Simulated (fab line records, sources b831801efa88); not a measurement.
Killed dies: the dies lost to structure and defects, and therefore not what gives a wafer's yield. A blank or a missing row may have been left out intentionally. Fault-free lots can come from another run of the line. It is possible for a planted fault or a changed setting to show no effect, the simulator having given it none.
A struck lot beside a sound one	flow gf180mcu	27 out of 602 route steps
Sound: wafers L725.1, L725.5, L725.6. Wafers struck: L718.1, L718.4, L718.5. At the end, the cause is stated.
At each step with rows: each side's tool, then ch and its chambers, then its first start. Under that, the readings that differ: sound wafers	struck wafers	difference of the means	sigmas: that difference in standard deviations of wafers without a fault.
alike: readings whose means differ by less than 2 such deviations, and words and numbers that are the same on both sides. not compared: withheld readings, readings that some wafer has no value for, bounds like >300 that may hide the same value, and numbers for which the record gives no deviation and whose values overlap.
A row with sigmas, a row that says differs or no value, or rows on one side alone: a step with any of these is where the two part. When numbers do not overlap yet have no deviation, they are printed without sigmas and do not part them. A reading that every wafer of one side lacks parts them only if that side has two wafers or more.

first, 1 step without rows for these wafers: GF_MVPSD_IMPLANT_09.
GF_MVPSD_STRIP_10: strips in O2/N2.
  sound on plasmaAsher-03 ch 0,1, day 9 23:02; struck on plasmaAsher-02 ch 1, day 8 06:09
  alike: chamberPressureMTorr, drypumpMotorCurrentA, heaterPowerW, oesProductAu, stripTimeToEndpointS
  not compared: rfHoursCounterH
GF_MVPSD_TW_MEAS_11:
  sound: filmMetro-04 at day 9 23:08; struck: filmMetro-03 at day 8 06:15
  alike: MVPSD_TW
then, 7 steps without rows for these wafers: GF_VT_IMPLANT_DEHYDRATE_00 (time 60 s); GF_VT_IMPLANT_HMDS_01 (prime time 60 s); GF_VT_IMPLANT_COAT_02 (resist thk 1000 nm); GF_VT_IMPLANT_SOFTBAKE_03 (time 60 s); GF_VT_IMPLANT_EXPOSE_04 (exposes mask LVPWELL LV AREA, target cd 600 nm); GF_VT_IMPLANT_PEB_05; GF_VT_IMPLANT_DEVELOP_06 (develop time 60 s).
GF_VT_IMPLANT_OVL_MEAS_07:
  sound: overlay-01 at day 10 16:45; struck: overlay-02 at day 8 23:18
  alike: VT_IMPLANT_OVL
following that, these wafers have no rows for 1 step: GF_VT_IMPLANT_IMPLANT_08.
GF_VT_IMPLANT_STRIP_09: strips in O2/N2.
  sound on plasmaAsher-02 ch 0,1, day 10 16:56; struck on plasmaAsher-01 ch 0,1, day 8 23:29
  no value came back on the struck wafers for any of 5 readings (chamberPressureMTorr (mTorr), drypumpMotorCurrentA (A) and others); on the sound wafers chamberPressureMTorr (mTorr) reads 1500.7 1498.3 1500.9
reading	sound	struck	difference	sigmas
model.NOVOLAK_of_VT_IMPLANT_COAT_02.thkNm (nm)	0 0 0	999.6 995.8 997.2	+997.5	
  not compared: rfHoursCounterH
GF_VT_IMPLANT_TW_MEAS_10:
  sound: filmMetro-04 at day 10 17:02; struck: filmMetro-04 at day 8 23:35
  alike: VT_IMPLANT_TW
then, 7 steps without rows for these wafers: GF_VT_IMPLANT_DEHYDRATE_11 (time 60 s); GF_VT_IMPLANT_HMDS_12 (prime time 60 s); GF_VT_IMPLANT_COAT_13 (resist thk 1000 nm); GF_VT_IMPLANT_SOFTBAKE_14 (time 60 s); GF_VT_IMPLANT_EXPOSE_15 (exposes mask Nwell LV AREA, target cd 860 nm); GF_VT_IMPLANT_PEB_16; GF_VT_IMPLANT_DEVELOP_17 (develop time 60 s).
GF_VT_IMPLANT_OVL_MEAS_18:
  sound: overlay-02 at day 11 10:34; struck: overlay-01 at day 9 17:04
  alike: VT_IMPLANT_01_OVL
following that, these wafers have no rows for 1 step: GF_VT_IMPLANT_IMPLANT_19.
GF_VT_IMPLANT_STRIP_20: strips in O2/N2.
  sound on plasmaAsher-04 ch 0,1, day 11 10:46; struck on plasmaAsher-04 ch 0, day 9 17:15
reading	sound	struck	difference	sigmas
stripTimeToEndpointS (s)	12.62 12.61 12.64	27.55 27.54 27.57	+14.93	+99 or more
  alike: chamberPressureMTorr, drypumpMotorCurrentA, heaterPowerW, oesProductAu
  not compared: rfHoursCounterH
GF_VT_IMPLANT_TW_MEAS_21:
  sound: filmMetro-01 at day 11 10:55; struck: filmMetro-04 at day 9 17:21
reading	sound	struck	difference	sigmas
VT_IMPLANT_2_TW	1219 1216 1214	30 31 30	-1186	-99 or more
then, 1 step without rows for these wafers: GF_VT_IMPLANT_DEHYDRATE_22 (time 60 s).
-- the record jumps here: 23 days lie between the struck wafers' starts before and after (it left off in module VT_IMPLANT and takes up again in module PASSIVATION, whose first step shown is number 602 of the route) --
GF_PASSIVATION_PROBE_99:
  only the struck wafers here have rows in the record (prober-01, day 32 22:55); the sound ones have none

== WHERE THEY PART ==
Last at GF_PASSIVATION_PROBE_99 as far as this record goes, first at GF_VT_IMPLANT_STRIP_09.

WHY: the cause the simulator had injected
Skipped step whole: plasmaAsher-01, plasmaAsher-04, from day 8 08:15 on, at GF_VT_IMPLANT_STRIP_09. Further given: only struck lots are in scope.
